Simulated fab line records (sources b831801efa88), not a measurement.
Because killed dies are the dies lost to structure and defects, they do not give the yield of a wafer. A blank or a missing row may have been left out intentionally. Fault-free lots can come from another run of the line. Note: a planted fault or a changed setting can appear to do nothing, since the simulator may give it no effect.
Split-lot experiment / flow sfq-line / 23 wafers read from 5 lots, route of 325 steps

THE SPLIT ITSELF
At SFQ_TRILAYER_M2_LITHO_PEB_060 (peb time 60 s), the setting peb-time-s was moved away from the recipe's 60 s on 10 of the 23 wafers read, by -4.1% to +10.5%. All remaining wafers had this setting at the recipe value.

FROM THE SPLIT TO THE READING: what the file shows between them, 2 steps
- SFQ_TRILAYER_M2_LITHO_DEVELOP_059: time 60 s
- SFQ_TRILAYER_M2_BARC_OPEN_METAL_ETCH_077: etches BARC in O2, target depth 125 nm, time 41.7 s

THE READING
M2.cd-nm (the simulator's own value, which no gauge read), in nm, at SFQ_TRILAYER_M2_ETCH_METAL_ETCH_060 (etches Nb in Cl2/Ar, stops on SiO2, target depth 240 nm, time 120 s). The file does not state a usual value for it. Here, 13 wafers ran the recipe; their average is 500.6 nm with a standard deviation of 1.9 nm.

wafer=L074.1; tool, chamber at the split=litho-track-03, 0; peb-time-s as run, s=60; against the recipe=recipe; M2.cd-nm, nm=500.5; against lot-mates on the recipe=-
wafer=L074.2; tool, chamber at the split=litho-track-03, 0; peb-time-s as run, s=57.52; against the recipe=-4.1%; M2.cd-nm, nm=505.4; against lot-mates on the recipe=+3.3
wafer=L074.4; tool, chamber at the split=litho-track-03, 0; peb-time-s as run, s=57.52; against the recipe=-4.1%; M2.cd-nm, nm=509.3; against lot-mates on the recipe=+7.2
wafer=L074.5; tool, chamber at the split=litho-track-03, 0; peb-time-s as run, s=57.52; against the recipe=-4.1%; M2.cd-nm, nm=506.9; against lot-mates on the recipe=+4.8
wafer=L074.6; tool, chamber at the split=litho-track-03, 0; peb-time-s as run, s=60; against the recipe=recipe; M2.cd-nm, nm=503.6; against lot-mates on the recipe=-
wafer=L077.4; tool, chamber at the split=litho-track-03, 0; peb-time-s as run, s=60; against the recipe=recipe; M2.cd-nm, nm=500.7; against lot-mates on the recipe=-
wafer=L077.5; tool, chamber at the split=litho-track-03, 0; peb-time-s as run, s=60; against the recipe=recipe; M2.cd-nm, nm=501.9; against lot-mates on the recipe=-
wafer=L077.6; tool, chamber at the split=litho-track-03, 0; peb-time-s as run, s=60; against the recipe=recipe; M2.cd-nm, nm=497.9; against lot-mates on the recipe=-
wafer=L078.1; tool, chamber at the split=litho-track-02, 0; peb-time-s as run, s=66.13; against the recipe=+10.2%; M2.cd-nm, nm=488.9; against lot-mates on the recipe=-11.7
wafer=L078.2; tool, chamber at the split=litho-track-02, 0; peb-time-s as run, s=66.13; against the recipe=+10.2%; M2.cd-nm, nm=489.4; against lot-mates on the recipe=-11.2
wafer=L078.4; tool, chamber at the split=litho-track-02, 0; peb-time-s as run, s=66.13; against the recipe=+10.2%; M2.cd-nm, nm=487; against lot-mates on the recipe=-13.6
wafer=L078.5; tool, chamber at the split=litho-track-02, 0; peb-time-s as run, s=60; against the recipe=recipe; M2.cd-nm, nm=499.8; against lot-mates on the recipe=-
wafer=L078.6; tool, chamber at the split=litho-track-02, 0; peb-time-s as run, s=60; against the recipe=recipe; M2.cd-nm, nm=501.4; against lot-mates on the recipe=-
wafer=L080.1; tool, chamber at the split=litho-track-01, 0; peb-time-s as run, s=66.14; against the recipe=+10.2%; M2.cd-nm, nm=486.3; against lot-mates on the recipe=-12.0
wafer=L080.3; tool, chamber at the split=litho-track-01, 0; peb-time-s as run, s=60; against the recipe=recipe; M2.cd-nm, nm=498.2; against lot-mates on the recipe=-
wafer=L080.4; tool, chamber at the split=litho-track-01, 0; peb-time-s as run, s=60; against the recipe=recipe; M2.cd-nm, nm=499.3; against lot-mates on the recipe=-
wafer=L080.5; tool, chamber at the split=litho-track-01, 0; peb-time-s as run, s=66.14; against the recipe=+10.2%; M2.cd-nm, nm=486.1; against lot-mates on the recipe=-12.2
wafer=L080.6; tool, chamber at the split=litho-track-01, 0; peb-time-s as run, s=60; against the recipe=recipe; M2.cd-nm, nm=497.4; against lot-mates on the recipe=-
wafer=L084.1; tool, chamber at the split=litho-track-01, 0; peb-time-s as run, s=66.29; against the recipe=+10.5%; M2.cd-nm, nm=489.2; against lot-mates on the recipe=-13.2
wafer=L084.2; tool, chamber at the split=litho-track-01, 0; peb-time-s as run, s=60; against the recipe=recipe; M2.cd-nm, nm=503.5; against lot-mates on the recipe=-
wafer=L084.3; tool, chamber at the split=litho-track-01, 0; peb-time-s as run, s=60; against the recipe=recipe; M2.cd-nm, nm=501.6; against lot-mates on the recipe=-
wafer=L084.5; tool, chamber at the split=litho-track-01, 0; peb-time-s as run, s=66.29; against the recipe=+10.5%; M2.cd-nm, nm=489.6; against lot-mates on the recipe=-12.8
wafer=L084.6; tool, chamber at the split=litho-track-01, 0; peb-time-s as run, s=60; against the recipe=recipe; M2.cd-nm, nm=502.1; against lot-mates on the recipe=-

FIT RESULTS
A straight line over all 23 wafers: M2.cd-nm changes by -1.27 nm for each +1% of peb-time-s; r = -0.96; the points scatter about the line by 1.9 nm.
The same after taking each lot's own level away (the mean of its wafers on the recipe; 23 wafers): -1.21 nm for each +1%; r = -0.98; scatter 1.2 nm.
That fit puts the effect of the largest move of peb-time-s on the reading at 13 nm.
Across the lots, their own levels run from 498.30 to 502.40 nm, a range of 2.1 times the standard deviation given above.
Consequently the slope shifts little with the lot-to-lot level, the two slopes agreeing.
Check: with one of the wafers moved furthest among these (+10.5%) left out of the fit, the line predicts -12.5 nm for it against its lot-mates. Against them it came out at -13.2 nm.

THE WHOLE CHAIN: every reading that the file lists as answering this split, in the file's order
step=SFQ_TRILAYER_M2_BARC_OPEN_METAL_ETCH_077; what it does=etches BARC in O2, target depth 125 nm, time 41.7 s; reading=M2.cd-nm (the simulator's own value, which no gauge read); change (the file's fit)=-1.26 nm for each +1% of the setting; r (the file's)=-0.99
step=SFQ_TRILAYER_M2_ETCH_METAL_ETCH_060; what it does=etches Nb in Cl2/Ar, stops on SiO2, target depth 240 nm, time 120 s; reading=M2.cd-nm (the simulator's own value, which no gauge read); change (the file's fit)=-1.21 nm for each +1% of the setting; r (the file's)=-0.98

FILE'S OWN FIT
M2.cd-nm changes by -1.21 nm for each +1% of peb-time-s, r = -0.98.
